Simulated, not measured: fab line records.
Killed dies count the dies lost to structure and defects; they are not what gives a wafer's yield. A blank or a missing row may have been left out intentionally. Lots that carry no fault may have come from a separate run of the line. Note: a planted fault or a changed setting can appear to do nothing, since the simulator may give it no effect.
Tool commonality check || flow gf180mcu || Sampled: 12 lots, 45 wafers

## REASON IT WAS OPENED
GF_PSD_RS_MEAS_14, reading NSD_RS: flagged on 3 of 12 lots. Wafers without a fault read 46.09 ohm/sq, standard deviation 0.08.
Rule: a lot gets a flag if all its wafers with a number sit over 4 standard deviations from that mean, or if no wafer of it has a number. The other lots count as sound.

{"lot": "L792", "measured": "day 14 09:20", "on": "film_metro-04", "NSD_RS (ohm/sq), wafer by wafer": "46.12 46.07 46.15", "flag": ""}
{"lot": "L796", "measured": "day 15 17:38", "on": "film_metro-01", "NSD_RS (ohm/sq), wafer by wafer": "46.11 46.25 46.12", "flag": ""}
{"lot": "L797", "measured": "day 16 01:53", "on": "film_metro-02", "NSD_RS (ohm/sq), wafer by wafer": "45.82 46.04 46.07", "flag": ""}
{"lot": "L799", "measured": "day 16 19:35", "on": "film_metro-01", "NSD_RS (ohm/sq), wafer by wafer": "48.56 48.64 48.62 48.54 48.56 48.52", "flag": "FLAGGED"}
{"lot": "L800", "measured": "day 17 07:41", "on": "film_metro-04", "NSD_RS (ohm/sq), wafer by wafer": "46.14 46.13 46.01", "flag": ""}
{"lot": "L801", "measured": "day 17 13:50", "on": "film_metro-02", "NSD_RS (ohm/sq), wafer by wafer": "48.56 48.49 48.63 48.62 48.53 48.59", "flag": "FLAGGED"}
{"lot": "L802", "measured": "day 17 22:11", "on": "film_metro-01", "NSD_RS (ohm/sq), wafer by wafer": "48.49 48.56 48.50 48.56 48.64 48.52", "flag": "FLAGGED"}
{"lot": "L808", "measured": "day 20 00:38", "on": "film_metro-01", "NSD_RS (ohm/sq), wafer by wafer": "45.97 45.90 46.07", "flag": ""}
{"lot": "L811", "measured": "day 21 03:44", "on": "film_metro-04", "NSD_RS (ohm/sq), wafer by wafer": "46.04 46.05 46.17", "flag": ""}
{"lot": "L812", "measured": "day 21 12:46", "on": "film_metro-02", "NSD_RS (ohm/sq), wafer by wafer": "46.07 46.05 46.18", "flag": ""}
{"lot": "L814", "measured": "day 22 02:19", "on": "film_metro-01", "NSD_RS (ohm/sq), wafer by wafer": "46.07 45.90 46.11", "flag": ""}
{"lot": "L815", "measured": "day 22 07:28", "on": "film_metro-04", "NSD_RS (ohm/sq), wafer by wafer": "45.92 46.09 46.04", "flag": ""}
The mean of the flagged lots' numbers is 48.56 ohm/sq, +2.47 ohm/sq from the usual (+31 standard deviations).

## EACH LOT AND THE TOOL IT RAN ON
2 process steps preceding the reading are held in the record, out of 602 steps in the route. In each cell: the tool, then ch and the chambers that the sampled wafers went through, then the start.
{"lot": "L792", "flag": "", "GF_HV_LDD_STRIP_10": "plasma_asher-04 ch 0,1, day 10 03:19", "GF_PSD_RTA_13": "rtp_anneal-02 ch 0, day 14 09:16"}
{"lot": "L796", "flag": "", "GF_HV_LDD_STRIP_10": "plasma_asher-04 ch 0,1, day 11 06:46", "GF_PSD_RTA_13": "rtp_anneal-01 ch 0, day 15 17:33"}
{"lot": "L797", "flag": "", "GF_HV_LDD_STRIP_10": "plasma_asher-04 ch 0,1, day 11 14:41", "GF_PSD_RTA_13": "rtp_anneal-02 ch 0, day 16 01:48"}
{"lot": "L799", "flag": "FLAGGED", "GF_HV_LDD_STRIP_10": "plasma_asher-03 ch 0,1, day 12 05:51", "GF_PSD_RTA_13": "rtp_anneal-01 ch 0, day 16 19:30"}
{"lot": "L800", "flag": "", "GF_HV_LDD_STRIP_10": "plasma_asher-01 ch 0,1, day 12 16:04", "GF_PSD_RTA_13": "rtp_anneal-02 ch 0, day 17 07:35"}
{"lot": "L801", "flag": "FLAGGED", "GF_HV_LDD_STRIP_10": "plasma_asher-01 ch 0,1, day 12 20:01", "GF_PSD_RTA_13": "rtp_anneal-01 ch 0, day 17 13:44"}
{"lot": "L802", "flag": "FLAGGED", "GF_HV_LDD_STRIP_10": "plasma_asher-04 ch 0,1, day 13 05:12", "GF_PSD_RTA_13": "rtp_anneal-01 ch 0, day 17 22:06"}
{"lot": "L808", "flag": "", "GF_HV_LDD_STRIP_10": "plasma_asher-01 ch 0,1, day 14 23:48", "GF_PSD_RTA_13": "rtp_anneal-02 ch 0, day 20 00:33"}
{"lot": "L811", "flag": "", "GF_HV_LDD_STRIP_10": "plasma_asher-04 ch 0,1, day 15 23:53", "GF_PSD_RTA_13": "rtp_anneal-01 ch 0, day 21 03:39"}
{"lot": "L812", "flag": "", "GF_HV_LDD_STRIP_10": "plasma_asher-04 ch 0,1, day 16 09:10", "GF_PSD_RTA_13": "rtp_anneal-01 ch 0, day 21 12:40"}
{"lot": "L814", "flag": "", "GF_HV_LDD_STRIP_10": "plasma_asher-04 ch 0,1, day 16 22:56", "GF_PSD_RTA_13": "rtp_anneal-01 ch 0, day 22 02:14"}
{"lot": "L815", "flag": "", "GF_HV_LDD_STRIP_10": "plasma_asher-03 ch 0,1, day 17 02:50", "GF_PSD_RTA_13": "rtp_anneal-02 ch 0, day 22 07:23"}
What these steps do:
- GF_HV_LDD_STRIP_10: strips in O2/N2.
- GF_PSD_RTA_13: time 20 s.
- GF_PSD_RS_MEAS_14: measures by four-point-probe.

## FLAGGED OVER TOTAL, TOOL BY TOOL (the gauges that took the reading come last)
{"step": "GF_HV_LDD_STRIP_10", "tool": "plasma_asher-01", "lots run": 3, "flagged": 1, "share of the flagged lots": "some", "sound lots run after its first flagged lot": "1 (L808)"}
{"step": "GF_HV_LDD_STRIP_10", "tool": "plasma_asher-03", "lots run": 2, "flagged": 1, "share of the flagged lots": "some", "sound lots run after its first flagged lot": "1 (L815)"}
{"step": "GF_HV_LDD_STRIP_10", "tool": "plasma_asher-04", "lots run": 7, "flagged": 1, "share of the flagged lots": "some", "sound lots run after its first flagged lot": "3 (L811,L812,L814)"}
{"step": "GF_PSD_RTA_13", "tool": "rtp_anneal-01", "lots run": 7, "flagged": 3, "share of the flagged lots": "all", "sound lots run after its first flagged lot": "3 (L811,L812,L814)"}
{"step": "GF_PSD_RTA_13", "tool": "rtp_anneal-02", "lots run": 5, "flagged": 0, "share of the flagged lots": "none", "sound lots run after its first flagged lot": "-"}
{"step": "GF_PSD_RS_MEAS_14", "tool": "film_metro-01", "lots run": 5, "flagged": 2, "share of the flagged lots": "some", "sound lots run after its first flagged lot": "2 (L808,L814)"}
{"step": "GF_PSD_RS_MEAS_14", "tool": "film_metro-02", "lots run": 3, "flagged": 1, "share of the flagged lots": "some", "sound lots run after its first flagged lot": "1 (L812)"}
{"step": "GF_PSD_RS_MEAS_14", "tool": "film_metro-04", "lots run": 4, "flagged": 0, "share of the flagged lots": "none", "sound lots run after its first flagged lot": "-"}

## WHAT THE TABLE ALLOWS
All flagged lots share 1 row of the table, namely rtp_anneal-01 at GF_PSD_RTA_13.
- rtp_anneal-01 at GF_PSD_RTA_13 ran 7 lots, 3 of them flagged. Sound lots followed the first flagged one (L811, L812, L814) on it, something a lasting fault affecting the whole tool could not allow. Its own readings (wafer_temp_C_max) fall more than 4 standard deviations out on all wafers of the flagged lots.
Every row of the table either missed a flagged lot or ran a sound lot after the first.

## WHAT WAS PUT IN BY THE SIMULATOR
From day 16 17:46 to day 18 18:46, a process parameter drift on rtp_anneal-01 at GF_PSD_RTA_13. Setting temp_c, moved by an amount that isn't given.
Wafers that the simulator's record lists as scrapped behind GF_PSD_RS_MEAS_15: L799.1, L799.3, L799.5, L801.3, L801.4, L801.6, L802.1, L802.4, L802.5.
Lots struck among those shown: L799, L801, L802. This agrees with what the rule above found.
